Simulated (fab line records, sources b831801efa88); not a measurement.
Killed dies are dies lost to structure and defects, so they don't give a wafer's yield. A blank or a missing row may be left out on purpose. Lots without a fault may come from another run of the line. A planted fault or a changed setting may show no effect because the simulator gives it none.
One fault seen from 2 desks | flow sky130 | each desk has only its own numbers; what lay behind them comes last

THE METROLOGY DESK
What the gauges read, lot by lot, whatever tool the lot ran on: means of the sampled wafers that have a number. A lot is out of limits, marked OUT, if its mean lies more than 4 standard deviations from the usual mean; the brackets give that distance.
Columns: A = cd_nm at SKY_VT_ADJUST_HVTR_CD_MEAS_07, usual 381.0 nm; B = SONOS_ONO_CVD_04_THK at SKY_SONOS_ONO_THK_MEAS_05, usual 5.67 nm; C = GATE_OXIDE_OXIDATION_00_THK at SKY_GATE_OXIDE_THK_MEAS_02, usual 10.23 nm
lot  | first seen here | A     | B    | C
L474 | day 9 15:21     | 378.5 | 5.50 | 10.52
L475 | day 9 20:23     | 379.2 | 5.82 | 10.17
L476 | day 10 04:32    | 382.6 | 5.73 | 10.21
L477 | day 10 12:05    | 380.2 | 5.54 | 10.12
L478 | day 10 21:19    | 385.0 | 5.58 | 10.07
L482 | day 12 10:50    | 379.6 | 5.85 | 8.24 (-12) OUT
L483 | day 12 11:32    | 375.7 | 5.89 | 8.06 (-14) OUT
L490 | day 15 00:11    | 383.0 | 5.76 | 10.15
L491 | day 15 02:05    | 379.8 | 5.67 | 10.26
L492 | day 15 15:14    | 383.4 | 5.44 | 10.23
L495 | day 16 08:44    | 384.0 | 5.59 | 10.39
This desk's finding: out of limits on L482, L483; first on L483, day 16 03:10 (GATE_OXIDE_OXIDATION_00_THK at SKY_GATE_OXIDE_THK_MEAS_02). In limits: L474, L475, L476, L477, L478, L490, L491, L492, L495.

THE TOOL OWNER'S DESK: furnace-01
The tool's own readings at SKY_GATE_OXIDE_OXIDATION_01 (stabilise 600 s, purge 300 s, target thk 10.268 nm): means of the sampled wafers that have a number, for each lot that ran on this tool. A lot is out of limits, marked OUT, if its mean lies more than 4 standard deviations from the usual mean; the brackets give that distance. Of its 9 readings 7 are shown: the one that was out of limits first, and those that lie furthest out on some lot.
Columns: A = spike_tc_bottom_C at SKY_GATE_OXIDE_OXIDATION_01, usual 913.8 C; B = spike_tc_centre_C at SKY_GATE_OXIDE_OXIDATION_01, usual 900.4 C; C = spike_tc_lower_C at SKY_GATE_OXIDE_OXIDATION_01, usual 900.8 C; D = spike_tc_top_C at SKY_GATE_OXIDE_OXIDATION_01, usual 911.4 C; E = spike_tc_upper_C at SKY_GATE_OXIDE_OXIDATION_01, usual 901.2 C; F = zone_power_top_pct at SKY_GATE_OXIDE_OXIDATION_01, usual 28.8 %; G = zone_power_upper_pct at SKY_GATE_OXIDE_OXIDATION_01, usual 17.96 %
lot  | first seen here | A               | B               | C               | D                | E               | F    | G
L474 | day 12 18:34    | 913.8           | 899.1           | 901.8           | 914.7            | 902.3           | 29.0 | 18.14
L476 | day 13 11:10    | 913.2           | 900.0           | 901.0           | 912.8            | 903.1           | 28.8 | 18.21
L477 | day 13 20:46    | 913.8           | 899.2           | 901.5           | 913.7            | 902.6           | 28.9 | 18.11
L478 | day 14 06:22    | 913.9           | 899.7           | 900.2           | 913.8            | 903.2           | 28.9 | 17.83
L483 | day 16 01:44    | 893.7 (-21) OUT | 878.9 (-13) OUT | 881.1 (-16) OUT | 894.3 (-5.9) OUT | 882.8 (-12) OUT | 28.0 | 17.32
L482 | day 16 03:08    | 893.2 (-21) OUT | 878.7 (-14) OUT | 881.6 (-16) OUT | 893.6 (-6.1) OUT | 881.6 (-12) OUT | 28.1 | 17.28
L491 | day 19 04:05    | 914.0           | 900.9           | 901.3           | 912.9            | 903.1           | 29.1 | 17.84
L492 | day 19 12:01    | 913.3           | 900.1           | 901.2           | 913.6            | 901.7           | 29.3 | 18.14
This desk's finding: out of limits on L482, L483; first on L483, day 16 01:44 (spike_tc_bottom_C at SKY_GATE_OXIDE_OXIDATION_01). In limits: L474, L476, L477, L478, L491, L492.

PUT TOGETHER
The tool owner's desk could have raised an alarm at day 16 01:44, on L482, L483.
The metrology desk could have raised an alarm at day 16 03:10, on L482, L483.
Of the lots named, all ran SKY_GATE_OXIDE_OXIDATION_01 on furnace-01.

WHAT THE SIMULATOR HAD PUT IN
Process parameter drift: furnace-01, from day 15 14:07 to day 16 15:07, at SKY_GATE_OXIDE_OXIDATION_01. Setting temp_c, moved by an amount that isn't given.
Lots struck among those shown: L482, L483.
Hours from the fault's start to each desk's first reading out of limits: the tool owner's desk, 12; the metrology desk, 13.
